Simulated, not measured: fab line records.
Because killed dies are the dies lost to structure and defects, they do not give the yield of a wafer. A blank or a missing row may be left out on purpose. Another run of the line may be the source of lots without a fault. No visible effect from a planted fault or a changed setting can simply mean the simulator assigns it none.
Chamber matching || flow sfq_line || SFQ_TRILAYER_A5B_CMP_CMP_130 on cmp-02 has 4 sister chambers
The step polishes, stops on Nb, target thk 340.7 nm. 14 wafers are shown with their chamber, then 7 later ones without.

WAFERS WITH THEIR CHAMBER
{"wafer": "L660.4", "chamber": 0, "motor_current_A (A)": 9.6}
{"wafer": "L660.5", "chamber": 0, "motor_current_A (A)": 10.3}
{"wafer": "L660.6", "chamber": 1, "motor_current_A (A)": 10.5}
{"wafer": "L661.1", "chamber": 3, "motor_current_A (A)": 11.1}
{"wafer": "L661.4", "chamber": 0, "motor_current_A (A)": 9.7}
{"wafer": "L661.6", "chamber": 2, "motor_current_A (A)": 10.1}
{"wafer": "L666.1", "chamber": 0, "motor_current_A (A)": 10.5}
{"wafer": "L666.3", "chamber": 3, "motor_current_A (A)": 11.1}
{"wafer": "L666.6", "chamber": 0, "motor_current_A (A)": 9.7}
{"wafer": "L668.3", "chamber": 2, "motor_current_A (A)": 9.9}
{"wafer": "L668.5", "chamber": 3, "motor_current_A (A)": 11.2}
{"wafer": "L668.6", "chamber": 0, "motor_current_A (A)": 10.4}
{"wafer": "L671.3", "chamber": 2, "motor_current_A (A)": 10.3}
{"wafer": "L671.5", "chamber": 3, "motor_current_A (A)": 11.0}

SIGNATURES, as means of the wafers listed above
{"reading": "motor_current_A", "chamber 0": 10.033, "chamber 1": 10.500, "chamber 2": 10.100, "chamber 3": 11.100, "scatter within a chamber": 0.306}
Rule: for each reading, subtract the chamber's mean from the wafer's reading, divide by that reading's scatter and square the result; add these up over the readings and take the root, which gives the wafer's distance from the chamber. If the next closest chamber is less than 2 further off than the closest, the wafer can't be placed; otherwise it belongs to the closest. How the scatter is found: for the shown wafers, subtract from each reading the mean of its chamber, square and add these, divide the total by (wafers less chambers), then take the root.

WAFERS MISSING THEIR CHAMBER
{"wafer": "L671.6", "motor_current_A (A)": 10.1}
{"wafer": "L680.1", "motor_current_A (A)": 9.5}
{"wafer": "L680.4", "motor_current_A (A)": 9.8}
{"wafer": "L680.6", "motor_current_A (A)": 11.1}
{"wafer": "L682.2", "motor_current_A (A)": 10.4}
{"wafer": "L682.4", "motor_current_A (A)": 11.4}
{"wafer": "L682.5", "motor_current_A (A)": 10.1}

WHICH CHAMBER EACH WENT THROUGH
{"wafer": "L671.6", "from the rows above": "can't be placed: 2 or 0 or 1", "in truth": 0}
{"wafer": "L680.1", "from the rows above": "can't be placed: 0 or 2 or 1", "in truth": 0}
{"wafer": "L680.4", "from the rows above": "can't be placed: 0 or 2 or 1", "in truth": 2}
{"wafer": "L680.6", "from the rows above": "can't be placed: 3 or 1", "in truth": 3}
{"wafer": "L682.2", "from the rows above": "can't be placed: 1 or 2 or 0 or 3", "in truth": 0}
{"wafer": "L682.4", "from the rows above": "can't be placed: 3 or 1", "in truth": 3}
{"wafer": "L682.5", "from the rows above": "can't be placed: 2 or 0 or 1", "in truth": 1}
Placed correctly: 0 of 7. Can't be placed from these rows: 7 (the true chamber is among the candidates in 7). Placed wrongly: 0.
